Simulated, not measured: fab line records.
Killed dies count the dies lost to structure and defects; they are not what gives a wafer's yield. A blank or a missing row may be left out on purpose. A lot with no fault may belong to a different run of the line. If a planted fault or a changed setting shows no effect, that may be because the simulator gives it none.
fab line records :: flow sky130 :: part 2 of 2: steps 25 to 34 of 34
[record]
  lots = 5
  wafers = 15
  last_day = 50
route steps=708 shown PWDE@50 NWELL@56
lots that met no fault: from a run of the same line without faults
start_h: hours from the record's first day to the start of the lot's first wafer shown :: wait_h: hours elapsed since this lot's preceding step :: " same as the row above :: L1.1+2: a single row standing in for several wafers :: - no value present, or no start provided :: * or withheld: withheld :: < > ~ a bound
route shown NAME@n: names a module that has steps shown in the file, with the first one's number in the route :: usual: the fault-free wafers' mean and standard deviation :: same: alike in all rows :: chamber/n: place in a boat :: sites: per-site readings :: _std_site: the values' standard deviation :: _edge_site: the outer-site mean with the inner-site mean subtracted :: radius_mm: for every site, how far away it sits from the centre of the wafer :: mask NAME#n: copy n :: behind: tool/chamber where the wafer was last shaped :: hold: the reason the lot was held/the length of the hold in hours/how it ended :: device: the transistor (n, p or np) that didn't switch :: end of line: the tests these same wafers got at the end of their route :: step lacking rows: just its recipe :: killed: dies that structure and defects cost at the first sort, which is not the same as the wafer's yield :: map: per-die view of a wafer (x killed, . not killed, _ where there is no die)
set.NAME: the setting the step ran with; set.NAME@STEP: the setting that earlier step ran with :: model.NAME: the simulator's own value behind a step, which no gauge read
a table for each step, a row for each wafer; lots at some steps of the route
services: the hour from which a tool's chamber was out of use, counted from the record's first day as start_h (under 0 if before that day), plus the number of hours and why
[[steps]]
[step SKY_NWELL_PEB_21]
[recipe]
  temp_c = 115
  time_s = withheld
[usual]
  chill_plate_temp_C = 22.97/0.13
  exhaust_pa = 44.9/0.92
lot.wafer: L078.2
tool: litho_track-01
chamber: 0
start_h: -
wait_h: -
chill_plate_temp_C: 22.74
exhaust_pa: 44.9

lot.wafer: L078.4
tool: litho_track-01
chamber: 0
start_h: -
wait_h: -
chill_plate_temp_C: 22.92
exhaust_pa: 46.5

lot.wafer: L078.5
tool: litho_track-01
chamber: 0
start_h: -
wait_h: -
chill_plate_temp_C: 22.79
exhaust_pa: 45.9

lot.wafer: L079.2
tool: litho_track-03
chamber: 0
start_h: -
wait_h: -
chill_plate_temp_C: 22.92
exhaust_pa: 45.2

lot.wafer: L079.4
tool: litho_track-03
chamber: 0
start_h: -
wait_h: -
chill_plate_temp_C: 23.19
exhaust_pa: 45.8

lot.wafer: L079.5
tool: litho_track-03
chamber: 0
start_h: -
wait_h: -
chill_plate_temp_C: 22.83
exhaust_pa: 43.9

lot.wafer: L080.2
tool: litho_track-01
chamber: 0
start_h: -
wait_h: -
chill_plate_temp_C: 22.70
exhaust_pa: 44.8

lot.wafer: L080.4
tool: litho_track-01
chamber: 0
start_h: -
wait_h: -
chill_plate_temp_C: 22.84
exhaust_pa: 44.1

lot.wafer: L080.6
tool: litho_track-01
chamber: 0
start_h: -
wait_h: -
chill_plate_temp_C: 22.94
exhaust_pa: 45.8

lot.wafer: L082.2
tool: litho_track-02
chamber: 0
start_h: -
wait_h: -
chill_plate_temp_C: 23.14
exhaust_pa: 45.6

lot.wafer: L082.3
tool: litho_track-02
chamber: 0
start_h: -
wait_h: -
chill_plate_temp_C: 23.20
exhaust_pa: 44.8

lot.wafer: L082.5
tool: litho_track-02
chamber: 0
start_h: -
wait_h: -
chill_plate_temp_C: 23.00
exhaust_pa: 44.4

lot.wafer: L095.1
tool: litho_track-03
chamber: 0
start_h: -
wait_h: -
chill_plate_temp_C: 22.98
exhaust_pa: 45.1

lot.wafer: L095.4
tool: litho_track-03
chamber: 0
start_h: -
wait_h: -
chill_plate_temp_C: 23.01
exhaust_pa: 44.3

lot.wafer: L095.5
tool: litho_track-03
chamber: 0
start_h: -
wait_h: -
chill_plate_temp_C: 22.95
exhaust_pa: 45.1
[step SKY_NWELL_DEVELOP_22]
[recipe]
  wall_angle_deg = 90
  developer = TMAH
  develop_time_s = 60
  dev_temp_c = 23
[usual]
  chill_plate_temp_C = 23.03/0.11
  exhaust_pa = 45.1/0.95
lot.wafer: L078.2
tool: litho_track-01
chamber: 0
start_h: -
wait_h: -
chill_plate_temp_C: 23.18
exhaust_pa: 44.9

lot.wafer: L078.4
tool: litho_track-01
chamber: 0
start_h: -
wait_h: -
chill_plate_temp_C: 23.11
exhaust_pa: 44.7

lot.wafer: L078.5
tool: litho_track-01
chamber: 0
start_h: -
wait_h: -
chill_plate_temp_C: 22.96
exhaust_pa: 45.2

lot.wafer: L079.2
tool: litho_track-03
chamber: 0
start_h: -
wait_h: -
chill_plate_temp_C: 22.96
exhaust_pa: 46.2

lot.wafer: L079.4
tool: litho_track-03
chamber: 0
start_h: -
wait_h: -
chill_plate_temp_C: 22.79
exhaust_pa: 44.9

lot.wafer: L079.5
tool: litho_track-03
chamber: 0
start_h: -
wait_h: -
chill_plate_temp_C: 22.80
exhaust_pa: 46.2

lot.wafer: L080.2
tool: litho_track-01
chamber: 0
start_h: -
wait_h: -
chill_plate_temp_C: 23.08
exhaust_pa: 44.7

lot.wafer: L080.4
tool: litho_track-01
chamber: 0
start_h: -
wait_h: -
chill_plate_temp_C: 23.07
exhaust_pa: 44.8

lot.wafer: L080.6
tool: litho_track-01
chamber: 0
start_h: -
wait_h: -
chill_plate_temp_C: 23.15
exhaust_pa: 44.6

lot.wafer: L082.2
tool: litho_track-02
chamber: 0
start_h: -
wait_h: -
chill_plate_temp_C: 22.96
exhaust_pa: 44.1

lot.wafer: L082.3
tool: litho_track-02
chamber: 0
start_h: -
wait_h: -
chill_plate_temp_C: 23.06
exhaust_pa: 46.7

lot.wafer: L082.5
tool: litho_track-02
chamber: 0
start_h: -
wait_h: -
chill_plate_temp_C: 23.06
exhaust_pa: 46.2

lot.wafer: L095.1
tool: litho_track-03
chamber: 0
start_h: -
wait_h: -
chill_plate_temp_C: 23.23
exhaust_pa: 45.5

lot.wafer: L095.4
tool: litho_track-03
chamber: 0
start_h: -
wait_h: -
chill_plate_temp_C: 23.18
exhaust_pa: 45.3

lot.wafer: L095.5
tool: litho_track-03
chamber: 0
start_h: -
wait_h: -
chill_plate_temp_C: 23.07
exhaust_pa: 45.7
[step SKY_NWELL_OVL_MEAS_23]
[usual]
  NWELL_01_OVL = -0.2/1.2
lot.wafer: L078.2
tool: overlay-02
chamber: -
start_h: 129.20
wait_h: -
NWELL_01_OVL[nm]: -2.5

lot.wafer: L078.4
tool: overlay-02
chamber: -
start_h: 129.20
wait_h: -
NWELL_01_OVL[nm]: -3.1

lot.wafer: L078.5
tool: overlay-02
chamber: -
start_h: 129.20
wait_h: -
NWELL_01_OVL[nm]: -3.4

lot.wafer: L079.2
tool: overlay-01
chamber: -
start_h: 132.75
wait_h: -
NWELL_01_OVL[nm]: 0.3

lot.wafer: L079.4
tool: overlay-01
chamber: -
start_h: 132.75
wait_h: -
NWELL_01_OVL[nm]: -1.1

lot.wafer: L079.5
tool: overlay-01
chamber: -
start_h: 132.75
wait_h: -
NWELL_01_OVL[nm]: -1.0

lot.wafer: L080.2
tool: overlay-02
chamber: -
start_h: 138.25
wait_h: -
NWELL_01_OVL[nm]: 0.8

lot.wafer: L080.4
tool: overlay-02
chamber: -
start_h: 138.25
wait_h: -
NWELL_01_OVL[nm]: -0.1

lot.wafer: L080.6
tool: overlay-02
chamber: -
start_h: 138.25
wait_h: -
NWELL_01_OVL[nm]: 0.2

lot.wafer: L082.2
tool: overlay-01
chamber: -
start_h: 152.89
wait_h: -
NWELL_01_OVL[nm]: -1.4

lot.wafer: L082.3
tool: overlay-01
chamber: -
start_h: 152.89
wait_h: -
NWELL_01_OVL[nm]: -1.6

lot.wafer: L082.5
tool: overlay-01
chamber: -
start_h: 152.89
wait_h: -
NWELL_01_OVL[nm]: -1.0

lot.wafer: L095.1
tool: overlay-01
chamber: -
start_h: 230.30
wait_h: -
NWELL_01_OVL[nm]: 1.0

lot.wafer: L095.4
tool: overlay-01
chamber: -
start_h: 230.30
wait_h: -
NWELL_01_OVL[nm]: -0.2

lot.wafer: L095.5
tool: overlay-01
chamber: -
start_h: 230.30
wait_h: -
NWELL_01_OVL[nm]: 0.1
[step SKY_NWELL_IMPLANT_24]
[recipe]
  species = B
  energy_kev = 140
  dose_cm2 = 9.2e+12
  tilt_deg = withheld
lot.wafer: L078.2+4+5
tool: implanter-04
chamber: 0
start_h: 129.25
wait_h: 0.0

lot.wafer: L079.2+4+5
tool: implanter-03
chamber: 0
start_h: 132.81
wait_h: 0.0

lot.wafer: L080.2+4+6
tool: implanter-01
chamber: 0
start_h: 138.30
wait_h: 0.0

lot.wafer: L082.2+3+5
tool: implanter-03
chamber: 0
start_h: 152.94
wait_h: 0.0

lot.wafer: L095.1+4+5
tool: implanter-04
chamber: 0
start_h: 230.33
wait_h: 0.0
[step SKY_NWELL_STRIP_25]
[recipe]
  chemistry = O2/N2
  power_w = 1400
  pressure_mtorr = 1500
  platen_temp_c = withheld
  o2_flow_sccm = 3000
  n2_flow_sccm = 300
  overash_fraction = 0.5
[usual]
  drypump_motor_current_A = 5.4/0.39
  oes_product_au = 0.722/0.0044
  strip_time_to_endpoint_s = 36.94/0.11
[same]
  overash_fraction = 0.5
lot.wafer: L078.2
tool: plasma_asher-04
chamber: 1
start_h: 129.38
wait_h: 0.1
drypump_motor_current_A: 5.4
oes_product_au: 0.726
rf_hours_counter_h: 31
strip_time_to_endpoint_s: 36.81

lot.wafer: L078.4
tool: plasma_asher-04
chamber: 1
start_h: 129.38
wait_h: 0.1
drypump_motor_current_A: 5.4
oes_product_au: 0.722
rf_hours_counter_h: -
strip_time_to_endpoint_s: 36.90

lot.wafer: L078.5
tool: plasma_asher-04
chamber: 0
start_h: 129.38
wait_h: 0.1
drypump_motor_current_A: 4.7
oes_product_au: 0.721
rf_hours_counter_h: -
strip_time_to_endpoint_s: 36.89

lot.wafer: L079.2
tool: plasma_asher-04
chamber: 1
start_h: 132.93
wait_h: 0.1
drypump_motor_current_A: 5.4
oes_product_au: 0.723
rf_hours_counter_h: 31
strip_time_to_endpoint_s: 37.05

lot.wafer: L079.4
tool: plasma_asher-04
chamber: 1
start_h: 132.93
wait_h: 0.1
drypump_motor_current_A: 5.4
oes_product_au: 0.717
rf_hours_counter_h: -
strip_time_to_endpoint_s: 36.96

lot.wafer: L079.5
tool: plasma_asher-04
chamber: 0
start_h: 132.93
wait_h: 0.1
drypump_motor_current_A: 4.7
oes_product_au: 0.730
rf_hours_counter_h: -
strip_time_to_endpoint_s: 37.03

lot.wafer: L080.2
tool: plasma_asher-04
chamber: 0
start_h: 138.43
wait_h: 0.1
drypump_motor_current_A: 4.7
oes_product_au: 0.723
rf_hours_counter_h: 32
strip_time_to_endpoint_s: 37.10

lot.wafer: L080.4
tool: plasma_asher-04
chamber: 0
start_h: 138.43
wait_h: 0.1
drypump_motor_current_A: 4.8
oes_product_au: 0.731
rf_hours_counter_h: -
strip_time_to_endpoint_s: 37.08

lot.wafer: L080.6
tool: plasma_asher-04
chamber: 1
start_h: 138.43
wait_h: 0.1
drypump_motor_current_A: 5.4
oes_product_au: 0.718
rf_hours_counter_h: -
strip_time_to_endpoint_s: 37.05

lot.wafer: L082.2
tool: plasma_asher-01
chamber: 1
start_h: 153.07
wait_h: 0.1
drypump_motor_current_A: 5.7
oes_product_au: 0.725
rf_hours_counter_h: 47
strip_time_to_endpoint_s: 36.84

lot.wafer: L082.3
tool: plasma_asher-01
chamber: 1
start_h: 153.07
wait_h: 0.1
drypump_motor_current_A: 5.6
oes_product_au: 0.726
rf_hours_counter_h: -
strip_time_to_endpoint_s: 36.89

lot.wafer: L082.5
tool: plasma_asher-01
chamber: 0
start_h: 153.07
wait_h: 0.1
drypump_motor_current_A: 5.8
oes_product_au: 0.723
rf_hours_counter_h: -
strip_time_to_endpoint_s: 36.88

lot.wafer: L095.1
tool: plasma_asher-04
chamber: 0
start_h: 230.48
wait_h: 0.1
drypump_motor_current_A: 4.7
oes_product_au: 0.729
rf_hours_counter_h: 41
strip_time_to_endpoint_s: 37.04

lot.wafer: L095.4
tool: plasma_asher-04
chamber: 0
start_h: 230.48
wait_h: 0.1
drypump_motor_current_A: 4.7
oes_product_au: 0.725
rf_hours_counter_h: -
strip_time_to_endpoint_s: 37.02

lot.wafer: L095.5
tool: plasma_asher-04
chamber: 1
start_h: 230.48
wait_h: 0.1
drypump_motor_current_A: 5.4
oes_product_au: 0.722
rf_hours_counter_h: -
strip_time_to_endpoint_s: 36.93
[step SKY_NWELL_TW_MEAS_26]
[usual]
  NWELL_2_TW = 500.7/2.8
lot.wafer: L078.2
tool: film_metro-04
chamber: -
start_h: 129.49
wait_h: 0.1
NWELL_2_TW: 504.6

lot.wafer: L078.4
tool: film_metro-04
chamber: -
start_h: 129.49
wait_h: 0.1
NWELL_2_TW: 502.9

lot.wafer: L078.5
tool: film_metro-04
chamber: -
start_h: 129.49
wait_h: 0.1
NWELL_2_TW: 505.0

lot.wafer: L079.2
tool: film_metro-03
chamber: -
start_h: 133.04
wait_h: 0.1
NWELL_2_TW: 501.5

lot.wafer: L079.4
tool: film_metro-03
chamber: -
start_h: 133.04
wait_h: 0.1
NWELL_2_TW: 502.0

lot.wafer: L079.5
tool: film_metro-03
chamber: -
start_h: 133.04
wait_h: 0.1
NWELL_2_TW: 502.0

lot.wafer: L080.2
tool: film_metro-04
chamber: -
start_h: 138.54
wait_h: 0.1
NWELL_2_TW: 501.7

lot.wafer: L080.4
tool: film_metro-04
chamber: -
start_h: 138.54
wait_h: 0.1
NWELL_2_TW: 503.6

lot.wafer: L080.6
tool: film_metro-04
chamber: -
start_h: 138.54
wait_h: 0.1
NWELL_2_TW: 504.5

lot.wafer: L082.2
tool: film_metro-03
chamber: -
start_h: 153.18
wait_h: 0.1
NWELL_2_TW: 505.9

lot.wafer: L082.3
tool: film_metro-03
chamber: -
start_h: 153.18
wait_h: 0.1
NWELL_2_TW: 503.5

lot.wafer: L082.5
tool: film_metro-03
chamber: -
start_h: 153.18
wait_h: 0.1
NWELL_2_TW: 502.7

lot.wafer: L095.1
tool: film_metro-03
chamber: -
start_h: 230.58
wait_h: 0.1
NWELL_2_TW: 501.8

lot.wafer: L095.4
tool: film_metro-03
chamber: -
start_h: 230.58
wait_h: 0.1
NWELL_2_TW: 502.8

lot.wafer: L095.5
tool: film_metro-03
chamber: -
start_h: 230.58
wait_h: 0.1
NWELL_2_TW: 500.1
[step SKY_NWELL_CLEAN_27]
[recipe]
  chemistry = SC1/SC2
  mix = 1:4:20
  temp_c = 70
  time_s = 150
  dry = n2_spin
lot.wafer: L078.2+4+5
tool: wet_bench-02
chamber: 3
start_h: 129.54
wait_h: 0.0

lot.wafer: L079.2+4+5
tool: wet_bench-02
chamber: 2
start_h: 133.09
wait_h: 0.0

lot.wafer: L080.2+4+6
tool: wet_bench-03
chamber: 1
start_h: 138.59
wait_h: 0.0

lot.wafer: L082.2+3+5
tool: wet_bench-03
chamber: 0
start_h: 153.23
wait_h: 0.0

lot.wafer: L095.1+4+5
tool: wet_bench-03
chamber: 0
start_h: 230.64
wait_h: 0.1
[step SKY_NWELL_RTA_28]
[recipe]
  temp_c = 1050
  time_s = 30
  idle_temp_c = 650
  ramp_up_c_per_s = 150
  ramp_down_c_per_s = 90
  ambient = N2
[usual]
  lamp_power_pct = 25.30/0.051
  wafer_temp_C_max = 1055.0/1.1
lot.wafer: L078.2
tool: rtp_anneal-01
chamber: 0
start_h: 129.65
wait_h: 0.0
lamp_power_pct: 25.22
wafer_temp_C_max: 1054.3

lot.wafer: L078.4
tool: rtp_anneal-01
chamber: 0
start_h: 129.65
wait_h: 0.0
lamp_power_pct: 25.36
wafer_temp_C_max: 1053.8

lot.wafer: L078.5
tool: rtp_anneal-01
chamber: 0
start_h: 129.65
wait_h: 0.0
lamp_power_pct: 25.22
wafer_temp_C_max: 1054.3

lot.wafer: L079.2
tool: rtp_anneal-02
chamber: 0
start_h: 133.16
wait_h: 0.0
lamp_power_pct: 25.33
wafer_temp_C_max: 1054.0

lot.wafer: L079.4
tool: rtp_anneal-02
chamber: 0
start_h: 133.16
wait_h: 0.0
lamp_power_pct: 25.38
wafer_temp_C_max: 1054.8

lot.wafer: L079.5
tool: rtp_anneal-02
chamber: 0
start_h: 133.16
wait_h: 0.0
lamp_power_pct: 25.31
wafer_temp_C_max: 1055.4

lot.wafer: L080.2
tool: rtp_anneal-01
chamber: 0
start_h: 138.65
wait_h: 0.0
lamp_power_pct: 25.27
wafer_temp_C_max: 1055.9

lot.wafer: L080.4
tool: rtp_anneal-01
chamber: 0
start_h: 138.65
wait_h: 0.0
lamp_power_pct: 25.32
wafer_temp_C_max: 1054.5

lot.wafer: L080.6
tool: rtp_anneal-01
chamber: 0
start_h: 138.65
wait_h: 0.0
lamp_power_pct: 25.30
wafer_temp_C_max: 1054.8

lot.wafer: L082.2
tool: rtp_anneal-01
chamber: 0
start_h: 153.30
wait_h: 0.0
lamp_power_pct: 25.35
wafer_temp_C_max: 1057.1

lot.wafer: L082.3
tool: rtp_anneal-01
chamber: 0
start_h: 153.30
wait_h: 0.0
lamp_power_pct: 25.26
wafer_temp_C_max: 1055.3

lot.wafer: L082.5
tool: rtp_anneal-01
chamber: 0
start_h: 153.30
wait_h: 0.0
lamp_power_pct: 25.25
wafer_temp_C_max: 1055.2

lot.wafer: L095.1
tool: rtp_anneal-02
chamber: 0
start_h: 230.69
wait_h: 0.0
lamp_power_pct: 25.35
wafer_temp_C_max: 1055.7

lot.wafer: L095.4
tool: rtp_anneal-02
chamber: 0
start_h: 230.69
wait_h: 0.0
lamp_power_pct: 25.40
wafer_temp_C_max: 1056.1

lot.wafer: L095.5
tool: rtp_anneal-02
chamber: 0
start_h: 230.69
wait_h: 0.0
lamp_power_pct: 25.25
wafer_temp_C_max: 1054.1
[step SKY_NWELL_RS_MEAS_29]
[recipe]
  thk_meas_gauge = four-point-probe
[usual]
  NWELL_RS = 625.1/1.4
lot.wafer: L078.2
tool: film_metro-03
chamber: -
start_h: 129.76
wait_h: 0.1
NWELL_RS[ohm/sq]: 624.0

lot.wafer: L078.4
tool: film_metro-03
chamber: -
start_h: 129.76
wait_h: 0.1
NWELL_RS[ohm/sq]: 624.0

lot.wafer: L078.5
tool: film_metro-03
chamber: -
start_h: 129.76
wait_h: 0.1
NWELL_RS[ohm/sq]: 625.2

lot.wafer: L079.2
tool: film_metro-04
chamber: -
start_h: 133.26
wait_h: 0.1
NWELL_RS[ohm/sq]: 625.7

lot.wafer: L079.4
tool: film_metro-04
chamber: -
start_h: 133.26
wait_h: 0.1
NWELL_RS[ohm/sq]: 623.6

lot.wafer: L079.5
tool: film_metro-04
chamber: -
start_h: 133.26
wait_h: 0.1
NWELL_RS[ohm/sq]: 622.8

lot.wafer: L080.2
tool: film_metro-03
chamber: -
start_h: 138.76
wait_h: 0.1
NWELL_RS[ohm/sq]: 623.6

lot.wafer: L080.4
tool: film_metro-03
chamber: -
start_h: 138.76
wait_h: 0.1
NWELL_RS[ohm/sq]: 623.6

lot.wafer: L080.6
tool: film_metro-03
chamber: -
start_h: 138.76
wait_h: 0.1
NWELL_RS[ohm/sq]: 624.0

lot.wafer: L082.2
tool: film_metro-04
chamber: -
start_h: 153.40
wait_h: 0.1
NWELL_RS[ohm/sq]: 623.8

lot.wafer: L082.3
tool: film_metro-04
chamber: -
start_h: 153.40
wait_h: 0.1
NWELL_RS[ohm/sq]: 624.3

lot.wafer: L082.5
tool: film_metro-04
chamber: -
start_h: 153.40
wait_h: 0.1
NWELL_RS[ohm/sq]: 624.2

lot.wafer: L095.1
tool: film_metro-04
chamber: -
start_h: 230.79
wait_h: 0.1
NWELL_RS[ohm/sq]: 623.8

lot.wafer: L095.4
tool: film_metro-04
chamber: -
start_h: 230.79
wait_h: 0.1
NWELL_RS[ohm/sq]: 624.9

lot.wafer: L095.5
tool: film_metro-04
chamber: -
start_h: 230.79
wait_h: 0.1
NWELL_RS[ohm/sq]: 626.1
[step SKY_NWELL_RS_MEAS_31]
[recipe]
  thk_meas_gauge = four-point-probe
[usual]
  PWDE_RS = 5271/17
lot.wafer: L078.2
tool: film_metro-03
chamber: -
start_h: 130.00
wait_h: 0.1
PWDE_RS[ohm/sq]: 5255

lot.wafer: L078.4
tool: film_metro-03
chamber: -
start_h: 130.00
wait_h: 0.1
PWDE_RS[ohm/sq]: 5252

lot.wafer: L078.5
tool: film_metro-03
chamber: -
start_h: 130.00
wait_h: 0.1
PWDE_RS[ohm/sq]: 5259

lot.wafer: L079.2
tool: film_metro-04
chamber: -
start_h: 133.50
wait_h: 0.1
PWDE_RS[ohm/sq]: 5258

lot.wafer: L079.4
tool: film_metro-04
chamber: -
start_h: 133.50
wait_h: 0.1
PWDE_RS[ohm/sq]: 5280

lot.wafer: L079.5
tool: film_metro-04
chamber: -
start_h: 133.50
wait_h: 0.1
PWDE_RS[ohm/sq]: 5276

lot.wafer: L080.2
tool: film_metro-03
chamber: -
start_h: 139.00
wait_h: 0.1
PWDE_RS[ohm/sq]: 5279

lot.wafer: L080.4
tool: film_metro-03
chamber: -
start_h: 139.00
wait_h: 0.1
PWDE_RS[ohm/sq]: 5297

lot.wafer: L080.6
tool: film_metro-03
chamber: -
start_h: 139.00
wait_h: 0.1
PWDE_RS[ohm/sq]: 5291

lot.wafer: L082.2
tool: film_metro-04
chamber: -
start_h: 153.64
wait_h: 0.1
PWDE_RS[ohm/sq]: 5271

lot.wafer: L082.3
tool: film_metro-04
chamber: -
start_h: 153.64
wait_h: 0.1
PWDE_RS[ohm/sq]: 5274

lot.wafer: L082.5
tool: film_metro-04
chamber: -
start_h: 153.64
wait_h: 0.1
PWDE_RS[ohm/sq]: 5269

lot.wafer: L095.1
tool: film_metro-04
chamber: -
start_h: 231.03
wait_h: 0.1
PWDE_RS[ohm/sq]: 5299

lot.wafer: L095.4
tool: film_metro-04
chamber: -
start_h: 231.03
wait_h: 0.1
PWDE_RS[ohm/sq]: 5294

lot.wafer: L095.5
tool: film_metro-04
chamber: -
start_h: 231.03
wait_h: 0.1
PWDE_RS[ohm/sq]: 5293
[[services]]
tool: implanter-02
chamber: -
start_h: 70.13
hours: 2.8
kind: repair

tool: implanter-04
chamber: -
start_h: 79.45
hours: 10.7
kind: pm

tool: implanter-04
chamber: -
start_h: 90.16
hours: 3.5
kind: pm

tool: plasma_asher-03
chamber: -
start_h: 92.59
hours: 10.3
kind: repair

tool: plasma_asher-03
chamber: -
start_h: 108.75
hours: 9.0
kind: pm

tool: plasma_asher-03
chamber: 0
start_h: 108.75
hours: 9.0
kind: vent_cycle

tool: plasma_asher-03
chamber: 1
start_h: 108.75
hours: 9.0
kind: vent_cycle

tool: plasma_asher-03
chamber: 0
start_h: 117.75
hours: -
kind: clean

tool: plasma_asher-03
chamber: 1
start_h: 117.75
hours: -
kind: clean

tool: implanter-01
chamber: -
start_h: 121.13
hours: 2.7
kind: pm

tool: plasma_asher-01
chamber: -
start_h: 127.37
hours: 2.8
kind: pm

tool: implanter-01
chamber: -
start_h: 133.10
hours: 0.6
kind: repair

tool: implanter-01
chamber: -
start_h: 143.07
hours: 13.5
kind: pm

tool: iline_stepper-01
chamber: -
start_h: 163.55
hours: 8.9
kind: pm

tool: implanter-01
chamber: -
start_h: 165.64
hours: 0.5
kind: repair

tool: iline_stepper-02
chamber: -
start_h: 172.50
hours: 1.7
kind: pm

tool: plasma_asher-01
chamber: -
start_h: 178.17
hours: 14.6
kind: pm

tool: rtp_anneal-02
chamber: -
start_h: 186.17
hours: 2.9
kind: pm

tool: implanter-02
chamber: -
start_h: 187.07
hours: 5.2
kind: repair

tool: implanter-02
chamber: -
start_h: 191.37
hours: 15.3
kind: repair

tool: wet_bench-03
chamber: -
start_h: 207.02
hours: 1.9
kind: pm

tool: iline_stepper-01
chamber: -
start_h: 208.79
hours: 22.5
kind: repair

tool: iline_stepper-02
chamber: -
start_h: 210.53
hours: 4.1
kind: repair

tool: plasma_asher-02
chamber: -
start_h: 213.26
hours: 2.0
kind: repair
